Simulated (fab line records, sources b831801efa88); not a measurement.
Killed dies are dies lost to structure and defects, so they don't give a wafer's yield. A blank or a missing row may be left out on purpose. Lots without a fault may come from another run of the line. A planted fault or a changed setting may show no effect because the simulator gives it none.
Problem report in the 8D (eight disciplines) form, filled by code | flow sky130 | the parts of the form that need people (team, actions taken, sign-off) are left out

1. THE PROBLEM
run_length_s at SKY_VIA1_ETCH_14 reads a mean of 57.8 s on 3 wafers of 2 lots; wafers without a fault read 74.2 s with a standard deviation of 0.39. That is -42 standard deviations from the usual mean.
The step: etches BARC in N2/H2, stops on SiO2, time 45.9 s, target depth 60 nm.
First seen on wafer L855.4, day 36 05:49, on rie_diel-02. The record holds 42 wafers of 14 lots with a number at this step. Rule for "out", or "out of limits": more than 4 standard deviations from the usual mean. The other wafers with a number count as sound.

2. WHAT IT IS AND WHAT IT IS NOT
question                    | is                           | is not
which readings at this step | run_length_s, oes_product_au | drypump_motor_current_A
which lots                  | L855, L857                   | L849, L852, L861, L862, L863, L864, L866, L867, L868, L869, L871, L872
which wafers of those lots  | L855.4, L855.6, L857.4       | L855.1, L857.1, L857.2
read on which tools         | rie_diel-02                  | rie_diel-01, rie_diel-03
when                        | from day 36 05:49            | up to then (7 sound wafers); but 32 sound wafers of L857, L861, L862, L863, L864, L866, L867, L868, L869, L871, L872 came after

3. SUSPECTS, AND WHAT RULES EACH OUT
Counting: a tool at a process step up to the reading stays a suspect if it ran every lot that is out. Sound lots after the first of them don't rule it out here, since some wafers of a struck lot are sound.
- rie_diel-02 at SKY_VIA1_ETCH_14 (etches BARC in N2/H2, stops on SiO2, time 45.9 s, target depth 60 nm): kept. It ran every lot that is out, first L855 (day 36 05:49); its last sound lot up to then is L849 (day 34 16:10). Its own readings are out on those wafers: oes_product_au, run_length_s.
Left after counting: rie_diel-02 at SKY_VIA1_ETCH_14.

4. THE CAUSE (what the simulator had put in)
Process parameter drift: rie_diel-02, from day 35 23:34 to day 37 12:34, at SKY_VIA1_ETCH_14. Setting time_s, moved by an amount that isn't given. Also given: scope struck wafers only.
Counting left only this tool.

5. THE CHAIN OF EFFECTS, in route order
Each row: a reading whose mean over the struck wafers that have a number lies more than 3 standard deviations from the usual. Only readings for which the record gives a usual standard deviation are gone through. hours: the time from each lot's start at the first step in this table that gives one to its start at this step, as a median over the lots. sigmas: the change in usual standard deviations.
hours | step              | reading                  | usual      | on struck wafers | change | sigmas
0     | SKY_VIA1_ETCH_14  | oes_product_au           | 0.855 a.u. | 1.002            | +0.147 | +29
0     | SKY_VIA1_ETCH_14  | run_length_s             | 74.2 s     | 57.8             | -16.4  | -42
0     | SKY_VIA1_ETCH_15  | oes_product_au           | 0.982 a.u. | 0.572            | -0.410 | -68
0     | SKY_VIA1_STRIP_16 | strip_time_to_endpoint_s | 4.461 s    | 4.616            | +0.155 | +6.7
The process steps in it:
- SKY_VIA1_ETCH_14: etches BARC in N2/H2, stops on SiO2, time 45.9 s, target depth 60 nm.
- SKY_VIA1_ETCH_15: etches SiO2 in C4F8/O2/Ar, stops on TiN, target depth 351 nm, time 54 s.
- SKY_VIA1_STRIP_16: strips in O2/N2.

6. WHAT WOULD HAVE CAUGHT IT SOONER
In this record the first reading out of limits was taken at day 36 05:49, 6 hours after the fault began at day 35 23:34.
